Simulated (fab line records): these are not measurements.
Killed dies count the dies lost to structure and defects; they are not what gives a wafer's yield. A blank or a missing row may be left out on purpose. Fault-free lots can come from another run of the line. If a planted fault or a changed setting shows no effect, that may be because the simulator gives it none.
fab line records -- flow sky130
[record] lots = 24, wafers = 72, last_day = 50
route steps=708 shown CONTACT@420 METAL1@449 VIA1@472 VIA2@509
lots untouched by any fault: they come from a run of this same line in which no faults occurred
start_h: start of the lot's first displayed wafer, in hours after the record's first day -- wait_h: how many hours have passed since the lot's step before this one -- " the same as in the row above -- L1.1+2: one row covering several wafers at once -- - no value, or no start given -- * or withheld: withheld -- < > ~ a bound
route shown NAME@n: a module of which the file shows steps, and the number in the route of the first -- usual: the fault-free wafers' mean and standard deviation -- same: alike in all rows -- chamber/n: place in a boat -- sites: per-site readings -- _std_site: their standard deviation -- _edge_site: the outer-site mean with the inner-site mean subtracted -- radius_mm: how far each site lies from the wafer's centre -- mask NAME#n: copy n -- behind: the last tool/chamber to shape the wafer -- hold: why the lot was held/for how many hours/how that ended -- device: the transistor (n, p or np) that didn't switch -- end of line: the same wafers' tests at the end of the route -- a step given without rows: its recipe and nothing more -- killed: dies lost to structure and defects at the first sort, not the wafer's yield -- map: the dies of a wafer, with x for killed, . for not killed, _ for no die there
set.NAME: setting as actually run; set.NAME@STEP: the setting as run at that earlier step -- model.NAME: the simulator's own value behind a step, which no gauge read
a sample of lots followed through the steps of the route, with each step as a table and each wafer as a row
services: a tool's chamber out of use, with start hour (start_h, from the record's first day; less than 0 if before it), hours out, and reason
[[steps]]
[step SKY_CONTACT_CD_MEAS_14]
[recipe] target_cd_nm = 170
[usual] cd_nm = 169.9/1.6
lot.wafer,tool,chamber,start_h,wait_h,cd_nm
L074.2,cd_sem-01,-,726.59,-,170.1
L074.3,cd_sem-01,-,726.59,-,169.8
L074.4,cd_sem-01,-,726.59,-,170.6
L075.3,cd_sem-01,-,743.61,-,171.5
L075.5,cd_sem-01,-,743.61,-,170.2
L075.6,cd_sem-01,-,743.61,-,170.1
L076.1,cd_sem-02,-,748.72,-,167.2
L076.2,cd_sem-02,-,748.72,-,167.5
L076.3,cd_sem-02,-,748.72,-,168.7
L077.1,cd_sem-01,-,754.81,-,169.1
L077.3,cd_sem-01,-,754.81,-,170.0
L077.6,cd_sem-01,-,754.81,-,169.7
L078.1,cd_sem-01,-,758.44,-,171.0
L078.2,cd_sem-01,-,758.44,-,170.3
L078.6,cd_sem-01,-,758.44,-,170.0
L079.1,cd_sem-02,-,767.46,-,167.1
L079.4,cd_sem-02,-,767.46,-,167.8
L079.6,cd_sem-02,-,767.46,-,167.9
L080.1,cd_sem-01,-,785.11,-,167.2
L080.3,cd_sem-01,-,785.11,-,167.3
L080.5,cd_sem-01,-,785.11,-,167.6
L081.3,cd_sem-01,-,799.41,-,170.5
L081.4,cd_sem-01,-,799.41,-,169.2
L081.6,cd_sem-01,-,799.41,-,169.7
L082.1,cd_sem-02,-,819.41,-,170.0
L082.4,cd_sem-02,-,819.41,-,169.1
L082.5,cd_sem-02,-,819.41,-,169.2
L083.4,cd_sem-02,-,823.25,-,168.8
L083.5,cd_sem-02,-,823.25,-,169.6
L083.6,cd_sem-02,-,823.25,-,168.4
L085.2,cd_sem-01,-,827.94,-,168.1
L085.4,cd_sem-01,-,827.94,-,169.5
L085.6,cd_sem-01,-,827.94,-,168.4
L084.2,cd_sem-01,-,829.96,-,172.7
L084.5,cd_sem-01,-,829.96,-,171.7
L084.6,cd_sem-01,-,829.96,-,171.5
L086.1,cd_sem-01,-,833.71,-,167.0
L086.3,cd_sem-01,-,833.71,-,168.9
L086.4,cd_sem-01,-,833.71,-,167.4
L088.3,cd_sem-01,-,847.03,-,169.8
L088.5,cd_sem-01,-,847.03,-,171.0
L088.6,cd_sem-01,-,847.03,-,172.2
L087.1,cd_sem-02,-,853.82,-,167.2
L087.2,cd_sem-02,-,853.82,-,166.8
L087.5,cd_sem-02,-,853.82,-,166.7
L090.1,cd_sem-02,-,867.99,-,171.5
L090.3,cd_sem-02,-,867.99,-,171.6
L090.4,cd_sem-02,-,867.99,-,171.7
L089.1,cd_sem-02,-,868.34,-,170.5
L089.3,cd_sem-02,-,868.34,-,171.9
L089.6,cd_sem-02,-,868.34,-,168.9
L091.2,cd_sem-02,-,878.26,-,169.8
L091.5,cd_sem-02,-,878.26,-,170.8
L091.6,cd_sem-02,-,878.26,-,168.9
L092.4,cd_sem-01,-,879.55,-,170.9
L092.5,cd_sem-01,-,879.55,-,168.9
L092.6,cd_sem-01,-,879.55,-,169.3
L093.2,cd_sem-01,-,881.04,-,168.9
L093.5,cd_sem-01,-,881.04,-,169.8
L093.6,cd_sem-01,-,881.04,-,168.2
L095.1,cd_sem-01,-,891.36,-,170.3
L095.2,cd_sem-01,-,891.36,-,170.5
L095.5,cd_sem-01,-,891.36,-,169.8
L094.3,cd_sem-02,-,892.38,-,173.1
L094.4,cd_sem-02,-,892.38,-,172.6
L094.5,cd_sem-02,-,892.38,-,172.0
L096.1,cd_sem-02,-,900.97,-,170.0
L096.3,cd_sem-02,-,900.97,-,171.3
L096.4,cd_sem-02,-,900.97,-,172.4
L097.1,cd_sem-02,-,905.32,-,170.7
L097.3,cd_sem-02,-,905.32,-,170.2
L097.4,cd_sem-02,-,905.32,-,170.8
[step SKY_CONTACT_CMP_27]
[recipe] stop_on = SiO2, t_overpolish_s = 15, down_force_psi = 3.5, platen_rpm = 60, target_thk_nm = 0, pad_velocity_m_s = 0.94248
[usual] motor_current_A = 11.2/1.6, overpolish_run_s = 15.000/0.009, time_to_endpoint_s = 81/3.3
lot.wafer,tool,chamber,start_h,wait_h,motor_current_A,overpolish_run_s,time_to_endpoint_s
L074.3,cmp-01,0,728.08,0.3,10.3,14.999,81
L074.4,cmp-01,2,728.08,0.3,10.8,14.996,76
L074.2,cmp-01,3,728.08,0.3,8.9,15.000,80
L075.3,cmp-01,0,744.97,0.1,10.1,14.997,81
L075.5,cmp-01,3,744.97,0.1,8.9,14.999,79
L075.6,cmp-01,0,744.97,0.1,10.7,14.999,79
L076.3,cmp-02,2,750.29,0.0,9.4,15.000,84
L076.1,cmp-02,3,750.29,0.0,13.2,15.005,96
L076.2,cmp-02,0,750.29,0.0,10.6,14.983,87
L077.1,cmp-01,0,756.53,0.1,10.2,15.024,85
L077.3,cmp-01,1,756.53,0.1,13.1,14.995,85
L077.6,cmp-01,0,756.53,0.1,10.5,15.004,82
L078.1,cmp-02,2,760.10,0.1,9.6,14.998,78
L078.2,cmp-02,0,760.10,0.1,10.0,14.993,77
L078.6,cmp-02,2,760.10,0.1,9.5,15.005,76
L079.4,cmp-02,2,768.69,0.0,9.2,15.004,83
L079.1,cmp-02,1,768.69,0.0,11.1,14.999,85
L079.6,cmp-02,3,768.69,0.0,13.1,14.996,94
L080.1,cmp-01,3,786.39,0.1,9.1,14.995,80
L080.3,cmp-01,1,786.39,0.1,13.4,14.993,81
L080.5,cmp-01,2,786.39,0.1,11.5,14.996,79
L081.4,cmp-01,1,800.61,0.0,13.8,14.977,78
L081.3,cmp-01,0,800.61,0.0,10.4,14.990,82
L081.6,cmp-01,2,800.61,0.0,11.3,15.005,81
L082.1,cmp-02,0,820.73,0.1,10.0,15.007,80
L082.4,cmp-02,1,820.73,0.1,10.9,15.004,80
L082.5,cmp-02,1,820.73,0.1,10.8,15.000,78
L083.4,cmp-01,1,825.91,1.5,13.6,15.005,78
L083.6,cmp-01,0,825.91,1.5,10.6,15.008,78
L083.5,cmp-01,1,825.91,1.5,13.3,14.981,80
L085.4,cmp-01,1,829.15,0.0,14.1,15.002,80
L085.2,cmp-01,3,829.15,0.0,9.4,15.013,80
L085.6,cmp-01,1,829.15,0.0,14.3,15.000,80
L084.2,cmp-01,1,831.21,0.0,13.5,14.995,80
L084.5,cmp-01,1,831.21,0.0,13.5,14.999,80
L084.6,cmp-01,2,831.21,0.0,11.5,14.998,79
L086.1,cmp-01,3,834.97,0.1,8.9,15.005,83
L086.4,cmp-01,0,834.97,0.1,10.0,14.990,85
L086.3,cmp-01,1,834.97,0.1,13.6,15.013,83
L088.3,cmp-01,3,848.37,0.2,8.8,14.997,84
L088.5,cmp-01,0,848.37,0.2,10.9,15.015,83
L088.6,cmp-01,1,848.37,0.2,13.2,15.003,81
L087.1,cmp-01,1,855.19,0.2,13.8,15.017,85
L087.2,cmp-01,2,855.19,0.2,10.5,14.997,83
L087.5,cmp-01,1,855.19,0.2,13.2,15.002,81
L090.3,cmp-01,0,869.22,0.0,10.5,15.004,80
L090.1,cmp-01,1,869.22,0.0,13.7,15.003,79
L090.4,cmp-01,3,869.22,0.0,9.4,14.991,78
L089.3,cmp-01,0,869.57,0.0,10.7,15.007,82
L089.1,cmp-01,3,869.57,0.0,8.9,15.013,82
L089.6,cmp-01,0,869.57,0.0,10.6,14.985,82
L091.2,cmp-01,0,879.70,0.2,10.3,14.997,79
L091.6,cmp-01,0,879.70,0.2,10.6,15.010,81
L091.5,cmp-01,1,879.70,0.2,13.0,15.006,83
L092.4,cmp-01,2,880.81,0.1,11.3,15.008,79
L092.5,cmp-01,1,880.81,0.1,14.0,15.009,82
L092.6,cmp-01,2,880.81,0.1,11.7,14.990,77
L093.2,cmp-01,1,882.36,0.1,14.5,14.977,84
L093.5,cmp-01,0,882.36,0.1,11.3,14.998,82
L093.6,cmp-01,1,882.36,0.1,13.9,14.982,80
L095.2,cmp-01,1,892.70,0.1,13.3,15.010,84
L095.1,cmp-01,2,892.70,0.1,11.0,15.027,82
L095.5,cmp-01,3,892.70,0.1,9.1,14.994,82
L094.4,cmp-01,3,893.57,0.0,9.2,14.994,77
L094.3,cmp-01,0,893.57,0.0,10.5,14.999,82
L094.5,cmp-01,3,893.57,0.0,9.6,15.000,78
L096.3,cmp-02,0,902.20,0.0,10.1,15.008,79
L096.4,cmp-02,2,902.20,0.0,9.5,14.991,77
L096.1,cmp-02,3,902.20,0.0,12.6,15.001,88
L097.1,cmp-01,0,906.60,0.1,10.9,14.996,82
L097.3,cmp-01,1,906.60,0.1,13.6,15.008,86
L097.4,cmp-01,2,906.60,0.1,11.8,15.010,86
[step SKY_METAL1_CD_MEAS_15]
[recipe] target_cd_nm = 140
[usual] cd_nm = 139.9/1.8
lot.wafer,tool,chamber,start_h,wait_h,cd_nm
L074.2,cd_sem-01,-,756.47,-,138.8
L074.3,cd_sem-01,-,756.47,-,138.8
L074.4,cd_sem-01,-,756.47,-,137.7
L075.3,cd_sem-01,-,772.43,-,141.9
L075.5,cd_sem-01,-,772.43,-,141.8
L075.6,cd_sem-01,-,772.43,-,140.3
L076.1,cd_sem-01,-,777.04,-,137.3
L076.2,cd_sem-01,-,777.04,-,138.7
L076.3,cd_sem-01,-,777.04,-,140.3
L077.1,cd_sem-02,-,784.04,-,137.0
L077.3,cd_sem-02,-,784.04,-,136.1
L077.6,cd_sem-02,-,784.04,-,136.6
L078.1,cd_sem-01,-,786.69,-,140.0
L078.2,cd_sem-01,-,786.69,-,138.8
L078.6,cd_sem-01,-,786.69,-,140.7
L079.1,cd_sem-01,-,796.29,-,140.1
L079.4,cd_sem-01,-,796.29,-,138.4
L079.6,cd_sem-01,-,796.29,-,139.3
L080.1,cd_sem-01,-,813.04,-,141.1
L080.3,cd_sem-01,-,813.04,-,141.5
L080.5,cd_sem-01,-,813.04,-,142.0
L081.3,cd_sem-02,-,826.51,-,138.0
L081.4,cd_sem-02,-,826.51,-,137.6
L081.6,cd_sem-02,-,826.51,-,136.6
L082.1,cd_sem-02,-,846.87,-,142.1
L082.4,cd_sem-02,-,846.87,-,142.5
L082.5,cd_sem-02,-,846.87,-,143.5
L083.4,cd_sem-01,-,852.08,-,139.2
L083.5,cd_sem-01,-,852.08,-,140.4
L083.6,cd_sem-01,-,852.08,-,138.8
L085.2,cd_sem-02,-,855.66,-,138.0
L085.4,cd_sem-02,-,855.66,-,138.8
L085.6,cd_sem-02,-,855.66,-,138.5
L084.2,cd_sem-02,-,857.99,-,142.6
L084.5,cd_sem-02,-,857.99,-,142.4
L084.6,cd_sem-02,-,857.99,-,141.8
L086.1,cd_sem-02,-,860.72,-,137.8
L086.3,cd_sem-02,-,860.72,-,136.9
L086.4,cd_sem-02,-,860.72,-,138.3
L088.3,cd_sem-01,-,874.91,-,141.7
L088.5,cd_sem-01,-,874.91,-,143.1
L088.6,cd_sem-01,-,874.91,-,142.7
L087.1,cd_sem-02,-,882.10,-,142.1
L087.2,cd_sem-02,-,882.10,-,143.8
L087.5,cd_sem-02,-,882.10,-,142.5
L090.1,cd_sem-02,-,895.60,-,139.9
L090.3,cd_sem-02,-,895.60,-,140.8
L090.4,cd_sem-02,-,895.60,-,139.6
L089.1,cd_sem-02,-,896.14,-,139.3
L089.3,cd_sem-02,-,896.14,-,138.2
L089.6,cd_sem-02,-,896.14,-,138.4
L091.2,cd_sem-01,-,905.47,-,142.1
L091.5,cd_sem-01,-,905.47,-,141.8
L091.6,cd_sem-01,-,905.47,-,144.2
L092.4,cd_sem-02,-,906.65,-,141.8
L092.5,cd_sem-02,-,906.65,-,139.2
L092.6,cd_sem-02,-,906.65,-,140.6
L093.2,cd_sem-01,-,908.46,-,139.7
L093.5,cd_sem-01,-,908.46,-,140.3
L093.6,cd_sem-01,-,908.46,-,141.2
L095.1,cd_sem-01,-,918.44,-,139.8
L095.2,cd_sem-01,-,918.44,-,139.0
L095.5,cd_sem-01,-,918.44,-,137.4
L094.3,cd_sem-02,-,919.24,-,136.2
L094.4,cd_sem-02,-,919.24,-,136.2
L094.5,cd_sem-02,-,919.24,-,137.9
L096.1,cd_sem-02,-,928.10,-,140.5
L096.3,cd_sem-02,-,928.10,-,138.7
L096.4,cd_sem-02,-,928.10,-,140.2
L097.1,cd_sem-01,-,931.22,-,141.7
L097.3,cd_sem-01,-,931.22,-,140.7
L097.4,cd_sem-01,-,931.22,-,139.9
[step SKY_VIA1_ETCH_14]
[recipe] chemistry = N2/H2, target = BARC, ion_energy_ev = 200, source_w = 500, bias_w = 100, pressure_mtorr = 30, n2_flow_sccm = 100, h2_flow_sccm = 200, stop_on = SiO2, time_s = 45.9, target_depth_a = 600
[usual] drypump_motor_current_A = 5.8/0.45, h2_flow_sccm = 199.9/0.62, oes_product_au = 0.855/0.0048, throttle_valve_pct = 13.226/0.0095
lot.wafer,tool,chamber,start_h,wait_h,drypump_motor_current_A,h2_flow_sccm,oes_product_au,rf_hours_counter_h,throttle_valve_pct
L074.2,rie_diel-03,3,784.91,0.0,5.4,201.1,0.858,34,13.218
L074.3,rie_diel-03,1,784.91,0.0,5.7,200.8,0.856,16,13.226
L074.4,rie_diel-03,0,784.91,0.0,6.3,200.5,0.853,17,13.228
L075.3,rie_diel-01,3,800.01,0.0,5.3,199.1,0.850,8,13.215
L075.5,rie_diel-01,1,800.01,0.0,5.6,200.4,0.859,-,13.235
L075.6,rie_diel-01,0,800.01,0.0,5.6,199.8,0.853,-,13.226
L076.1,rie_diel-01,0,805.16,0.0,5.6,200.5,0.864,13,13.229
L076.2,rie_diel-01,3,805.16,0.0,5.3,199.0,0.853,8,13.217
L076.3,rie_diel-01,1,805.16,0.0,5.6,200.6,0.854,17,13.234
L077.1,rie_diel-03,2,812.17,0.0,4.9,199.4,0.858,22,13.202
L077.3,rie_diel-03,1,812.17,0.0,5.7,199.4,0.853,16,13.210
L077.6,rie_diel-03,1,812.17,0.0,5.7,199.4,0.853,-,13.239
L078.1,rie_diel-02,1,814.52,0.0,5.7,200.8,0.857,4,13.211
L078.2,rie_diel-02,2,814.52,0.0,6.4,199.9,0.853,15,13.209
L078.6,rie_diel-02,1,814.52,0.0,5.7,200.2,0.857,-,13.219
L079.1,rie_diel-03,1,824.30,0.0,5.7,200.5,0.862,17,13.231
L079.4,rie_diel-03,0,824.30,0.0,6.2,200.3,0.854,-,13.210
L079.6,rie_diel-03,2,824.30,0.0,4.9,198.7,0.862,-,13.240
L080.1,rie_diel-03,0,840.72,0.0,6.3,199.9,0.853,19,13.217
L080.3,rie_diel-03,2,840.72,0.0,5.0,199.9,0.855,23,13.220
L080.5,rie_diel-03,2,840.72,0.0,5.0,200.1,0.855,-,13.221
L081.3,rie_diel-02,1,853.85,0.0,5.7,199.6,0.850,4,13.211
L081.4,rie_diel-02,3,853.85,0.0,5.4,200.3,0.857,10,13.220
L081.6,rie_diel-02,1,853.85,0.0,5.7,199.5,0.853,-,13.242
L082.1,rie_diel-02,2,874.85,0.0,6.4,200.1,0.857,16,13.213
L082.4,rie_diel-02,1,874.85,0.0,5.7,199.8,0.850,5,13.224
L082.5,rie_diel-02,2,874.85,0.0,6.4,200.3,0.854,-,13.233
L083.4,rie_diel-02,0,879.76,0.0,6.4,200.7,0.856,5,13.225
L083.5,rie_diel-02,2,879.76,0.0,6.4,199.8,0.862,-,13.225
L083.6,rie_diel-02,3,879.76,0.0,5.4,200.4,0.858,-,13.216
L085.2,rie_diel-02,3,884.27,0.0,5.4,200.2,0.853,11,13.230
L085.4,rie_diel-02,1,884.27,0.0,5.7,198.7,0.864,5,13.237
L085.6,rie_diel-02,0,884.27,0.0,6.4,199.8,0.855,-,13.214
L084.2,rie_diel-02,0,885.15,0.0,6.3,200.4,0.848,5,13.221
L084.5,rie_diel-02,1,885.15,0.0,5.7,199.7,0.852,-,13.229
L084.6,rie_diel-02,2,885.15,0.0,6.4,199.9,0.860,-,13.236
L086.1,rie_diel-02,1,888.82,0.0,5.7,200.1,0.859,6,13.237
L086.3,rie_diel-02,2,888.82,0.0,6.4,199.7,0.857,17,13.228
L086.4,rie_diel-02,0,888.82,0.0,6.3,200.0,0.850,5,13.225
L088.3,rie_diel-02,2,902.45,0.0,6.4,199.8,0.845,17,13.233
L088.5,rie_diel-02,1,902.45,0.0,5.7,199.6,0.856,-,13.229
L088.6,rie_diel-02,2,902.45,0.0,6.4,199.4,0.855,-,13.217
L087.1,rie_diel-03,1,909.67,0.0,5.6,200.1,0.865,20,13.233
L087.2,rie_diel-03,3,909.67,0.0,5.4,199.7,0.858,2,13.216
L087.5,rie_diel-03,0,909.67,0.0,6.3,199.7,0.850,-,13.231
L090.1,rie_diel-03,2,922.17,0.0,5.0,200.4,0.857,26,13.233
L090.3,rie_diel-03,0,922.17,0.0,6.2,200.0,0.857,22,13.237
L090.4,rie_diel-03,1,922.17,0.0,5.6,199.7,0.850,20,13.221
L089.1,rie_diel-01,3,922.67,0.0,5.3,199.2,0.863,12,13.220
L089.3,rie_diel-01,1,922.67,0.0,5.6,199.6,0.859,21,13.219
L089.6,rie_diel-01,0,922.67,0.0,5.6,201.1,0.862,-,13.212
L091.2,rie_diel-01,1,931.47,0.0,5.6,200.0,0.867,21,13.228
L091.5,rie_diel-01,0,931.47,0.0,5.6,199.7,0.852,-,13.213
L091.6,rie_diel-01,3,931.47,0.0,5.3,201.4,0.852,-,13.226
L092.4,rie_diel-03,3,932.52,0.0,5.4,199.3,0.851,3,13.207
L092.5,rie_diel-03,2,932.52,0.0,5.0,199.8,0.857,-,13.229
L092.6,rie_diel-03,1,932.52,0.0,5.7,200.2,0.859,-,13.211
L093.2,rie_diel-02,3,935.00,0.0,5.5,200.7,0.854,12,13.228
L093.5,rie_diel-02,0,935.00,0.0,6.3,199.9,0.850,-,13.222
L093.6,rie_diel-02,3,935.00,0.0,5.4,200.2,0.852,-,13.221
L095.1,rie_diel-03,2,944.75,0.0,5.0,200.2,0.851,26,13.229
L095.2,rie_diel-03,0,944.75,0.0,6.3,200.9,0.857,22,13.224
L095.5,rie_diel-03,1,944.75,0.0,5.7,200.6,0.855,-,13.251
L094.3,rie_diel-02,2,946.05,0.0,6.4,200.3,0.861,18,13.227
L094.4,rie_diel-02,0,946.05,0.0,6.3,199.5,0.860,6,13.233
L094.5,rie_diel-02,1,946.05,0.0,5.7,200.2,0.854,-,13.220
L096.1,rie_diel-01,3,953.72,0.0,5.3,200.4,0.862,13,13.245
L096.3,rie_diel-01,1,953.72,0.0,5.6,199.7,0.865,22,13.219
L096.4,rie_diel-01,2,953.72,0.0,5.6,199.3,0.862,25,13.222
L097.1,rie_diel-02,3,956.75,0.0,5.5,199.3,0.859,13,13.233
L097.3,rie_diel-02,0,956.75,0.0,6.3,200.2,0.856,6,13.237
L097.4,rie_diel-02,2,956.75,0.0,6.4,200.5,0.858,19,13.221
[step SKY_VIA2_CMP_02]
[recipe] material = SiO2, down_force_psi = 4, platen_rpm = 60, pad_velocity_m_s = 0.94248
[usual] motor_current_A = 12.1/1.6
lot.wafer,tool,chamber,start_h,wait_h,motor_current_A
L074.2,cmp-02,0,813.67,0.0,10.9
L074.3,cmp-02,1,813.67,0.0,12.0
L074.4,cmp-02,3,813.67,0.0,14.2
L075.3,cmp-01,0,828.57,0.2,11.5
L075.6,cmp-01,1,828.57,0.2,14.3
L075.5,cmp-01,2,828.57,0.2,12.3
L076.1,cmp-02,1,834.02,0.1,12.3
L076.3,cmp-02,2,834.02,0.1,10.5
L076.2,cmp-02,3,834.02,0.1,13.6
L077.3,cmp-01,0,840.18,0.0,11.7
L077.1,cmp-01,1,840.18,0.0,15.2
L077.6,cmp-01,1,840.18,0.0,14.9
L078.1,cmp-01,1,843.27,0.1,15.4
L078.2,cmp-01,3,843.27,0.1,10.1
L078.6,cmp-01,1,843.27,0.1,14.7
L079.1,cmp-02,3,853.74,0.1,14.4
L079.4,cmp-02,1,853.74,0.1,11.7
L079.6,cmp-02,3,853.74,0.1,13.5
L080.1,cmp-02,2,869.50,0.1,10.5
L080.3,cmp-02,3,869.50,0.1,14.0
L080.5,cmp-02,2,869.50,0.1,9.6
L081.3,cmp-02,2,882.96,0.0,10.5
L081.4,cmp-02,1,882.96,0.0,12.1
L081.6,cmp-02,2,882.96,0.0,10.6
L082.1,cmp-01,0,904.04,0.1,11.5
L082.4,cmp-01,2,904.04,0.1,12.4
L082.5,cmp-01,0,904.04,0.1,11.0
L083.4,cmp-02,1,908.21,0.1,12.0
L083.5,cmp-02,3,908.21,0.1,13.8
L083.6,cmp-02,0,908.21,0.1,11.2
L085.4,cmp-02,0,912.56,0.0,11.1
L085.2,cmp-02,1,912.56,0.0,12.0
L085.6,cmp-02,0,912.56,0.0,11.3
L084.2,cmp-02,1,914.02,0.4,13.1
L084.5,cmp-02,2,914.02,0.4,10.4
L084.6,cmp-02,3,914.02,0.4,13.9
L086.1,cmp-02,3,916.97,0.1,14.1
L086.4,cmp-02,0,916.97,0.1,10.8
L086.3,cmp-02,1,916.97,0.1,12.4
L088.3,cmp-02,0,929.96,0.1,11.4
L088.5,cmp-02,2,929.96,0.1,10.1
L088.6,cmp-02,3,929.96,0.1,13.7
L087.2,cmp-02,2,937.43,0.1,10.8
L087.1,cmp-02,0,937.43,0.1,10.6
L087.5,cmp-02,2,937.43,0.1,10.6
L090.3,cmp-01,1,949.07,0.0,14.8
L090.4,cmp-01,3,949.07,0.0,9.4
L090.1,cmp-01,0,949.07,0.0,11.0
L089.3,cmp-01,2,950.00,0.1,12.7
L089.1,cmp-01,3,950.00,0.1,10.2
L089.6,cmp-01,2,950.00,0.1,12.5
L091.2,cmp-01,3,958.69,0.1,10.3
L091.6,cmp-01,1,958.69,0.1,14.7
L091.5,cmp-01,2,958.69,0.1,11.7
L092.4,cmp-01,1,959.41,0.1,15.0
L092.5,cmp-01,1,959.41,0.1,15.5
L092.6,cmp-01,2,959.41,0.1,13.5
L093.2,cmp-01,2,962.78,0.2,12.2
L093.5,cmp-01,3,962.78,0.2,9.6
L093.6,cmp-01,0,962.78,0.2,11.3
L095.2,cmp-02,3,971.59,0.1,13.5
L095.1,cmp-02,0,971.59,0.1,11.1
L095.5,cmp-02,2,971.59,0.1,10.2
L094.3,cmp-01,1,973.40,0.1,15.4
L094.4,cmp-01,2,973.40,0.1,11.9
L094.5,cmp-01,0,973.40,0.1,10.6
L096.4,cmp-02,2,980.30,0.0,10.2
L096.1,cmp-02,3,980.30,0.0,13.9
L096.3,cmp-02,0,980.30,0.0,11.3
L097.1,cmp-01,2,982.70,0.1,12.5
L097.3,cmp-01,3,982.70,0.1,10.2
L097.4,cmp-01,1,982.70,0.1,15.2
[step SKY_VIA2_ETCH_15]
[recipe] target = SiO2, chemistry = C4F8/O2/Ar, target_depth_nm = 546, stop_on = TiN, mask_material = KrF-thick, source_w = 1500, bias_w = 1200, pressure_mtorr = 40, c4f8_flow_sccm = withheld, O2_flow_sccm = 6, Ar_flow_sccm = 300, time_s = 84
[usual] oes_product_au = 0.940/0.0046
lot.wafer,tool,chamber,start_h,wait_h,oes_product_au,rf_hours_counter_h
L074.2,rie_diel-01,1,840.41,0.0,0.941,18
L074.3,rie_diel-01,2,840.41,0.0,0.937,21
L074.4,rie_diel-01,0,840.41,0.0,0.940,14
L075.3,rie_diel-04,3,854.83,0.0,0.941,9
L075.5,rie_diel-04,2,854.83,0.0,0.935,-
L075.6,rie_diel-04,3,854.83,0.0,0.940,-
L076.1,rie_diel-02,3,859.61,0.0,0.938,10
L076.2,rie_diel-02,2,859.61,0.0,0.944,16
L076.3,rie_diel-02,1,859.61,0.0,0.938,5
L077.1,rie_diel-01,2,866.36,0.0,0.949,22
L077.3,rie_diel-01,1,866.36,0.0,0.940,19
L077.6,rie_diel-01,3,866.36,0.0,0.940,-
L078.1,rie_diel-02,1,870.43,0.0,0.941,5
L078.2,rie_diel-02,2,870.43,0.0,0.938,16
L078.6,rie_diel-02,1,870.43,0.0,0.938,-
L079.1,rie_diel-01,0,880.33,0.0,0.945,15
L079.4,rie_diel-01,1,880.33,0.0,0.938,20
L079.6,rie_diel-01,3,880.33,0.0,0.936,-
L080.1,rie_diel-01,2,895.16,0.0,0.940,23
L080.3,rie_diel-01,3,895.16,0.0,0.943,11
L080.5,rie_diel-01,3,895.16,0.0,0.938,-
L081.3,rie_diel-01,0,908.91,0.0,0.941,16
L081.4,rie_diel-01,2,908.91,0.0,0.940,23
L081.6,rie_diel-01,2,908.91,0.0,0.934,-
L082.1,rie_diel-01,1,929.01,0.0,0.932,21
L082.4,rie_diel-01,0,929.01,0.0,0.947,17
L082.5,rie_diel-01,1,929.01,0.0,0.943,-
L083.4,rie_diel-04,0,933.08,0.0,0.940,12
L083.5,rie_diel-04,3,933.08,0.0,0.942,-
L083.6,rie_diel-04,2,933.08,0.0,0.944,-
L085.2,rie_diel-02,2,937.82,0.0,0.943,18
L085.4,rie_diel-02,3,937.82,0.0,0.940,12
L085.6,rie_diel-02,2,937.82,0.0,0.933,-
L084.2,rie_diel-04,0,938.96,0.0,0.940,12
L084.5,rie_diel-04,1,938.96,0.0,0.942,-
L084.6,rie_diel-04,0,938.96,0.0,0.948,-
L086.1,rie_diel-02,1,941.53,0.0,0.952,7
L086.3,rie_diel-02,0,941.53,0.0,0.933,6
L086.4,rie_diel-02,2,941.53,0.0,0.933,18
L088.3,rie_diel-04,3,954.43,0.0,0.948,13
L088.5,rie_diel-04,0,954.43,0.0,0.944,-
L088.6,rie_diel-04,1,954.43,0.0,0.943,-
L087.1,rie_diel-04,2,962.67,0.0,0.934,7
L087.2,rie_diel-04,0,962.67,0.0,0.939,13
L087.5,rie_diel-04,2,962.67,0.0,0.937,-
L090.1,rie_diel-04,3,973.62,0.0,0.940,14
L090.3,rie_diel-04,0,973.62,0.0,0.936,13
L090.4,rie_diel-04,1,973.62,0.0,0.941,11
L089.1,rie_diel-01,3,974.76,0.0,0.942,14
L089.3,rie_diel-01,1,974.76,0.0,0.937,22
L089.6,rie_diel-01,1,974.76,0.0,0.938,-
L091.2,rie_diel-01,0,982.67,0.0,0.944,18
L091.5,rie_diel-01,3,982.67,0.0,0.939,-
L091.6,rie_diel-01,2,982.67,0.0,0.945,-
L092.4,rie_diel-04,1,983.21,0.0,0.945,12
L092.5,rie_diel-04,3,983.21,0.0,0.934,-
L092.6,rie_diel-04,0,983.21,0.0,0.940,-
L093.2,rie_diel-04,1,987.08,0.0,0.952,12
L093.5,rie_diel-04,3,987.08,0.0,0.939,-
L093.6,rie_diel-04,0,987.08,0.0,0.936,-
L095.1,rie_diel-02,0,995.11,0.0,0.929,7
L095.2,rie_diel-02,3,995.11,0.0,0.937,14
L095.5,rie_diel-02,3,995.11,0.0,0.935,-
L094.3,rie_diel-02,3,997.01,0.0,0.936,14
L094.4,rie_diel-02,1,997.01,0.0,0.939,8
L094.5,rie_diel-02,0,997.01,0.0,0.944,-
L096.1,rie_diel-02,2,1004.07,0.0,0.938,20
L096.3,rie_diel-02,3,1004.07,0.0,0.941,14
L096.4,rie_diel-02,1,1004.07,0.0,0.938,8
L097.1,rie_diel-01,1,1005.78,0.0,0.938,23
L097.3,rie_diel-01,0,1005.78,0.0,0.942,19
L097.4,rie_diel-01,2,1005.78,0.0,0.938,26
[[services]]
tool,chamber,start_h,hours,kind
rie_diel-01,0,724.23,4.6,repair
cmp-02,-,744.27,4.0,pm
cmp-02,-,753.43,2.0,repair
rie_diel-01,0,755.48,6.9,repair
cmp-01,-,760.51,0.6,repair
rie_diel-02,-,763.57,0.2,repair
rie_diel-02,0,770.05,5.1,repair
cmp-02,-,782.05,0.6,repair
rie_diel-04,3,803.55,4.1,repair
rie_diel-01,0,812.97,10.6,repair
rie_diel-02,-,816.31,14.6,pm
cmp-01,-,819.08,1.6,repair
cmp-02,-,822.32,3.2,repair
cmp-02,-,830.70,1.4,repair
rie_diel-02,-,841.68,0.3,repair
cmp-01,-,849.23,5.6,pm
cmp-02,-,870.33,1.5,repair
cmp-02,-,876.05,4.5,pm
cmp-02,-,890.41,1.5,repair
cmp-01,-,911.05,9.3,pm
cmp-01,-,920.35,4.0,pm
cmp-01,-,958.90,0.5,repair
cmp-02,-,960.41,1.6,repair
cmp-02,-,985.09,2.3,repair
[[key]]
fault none
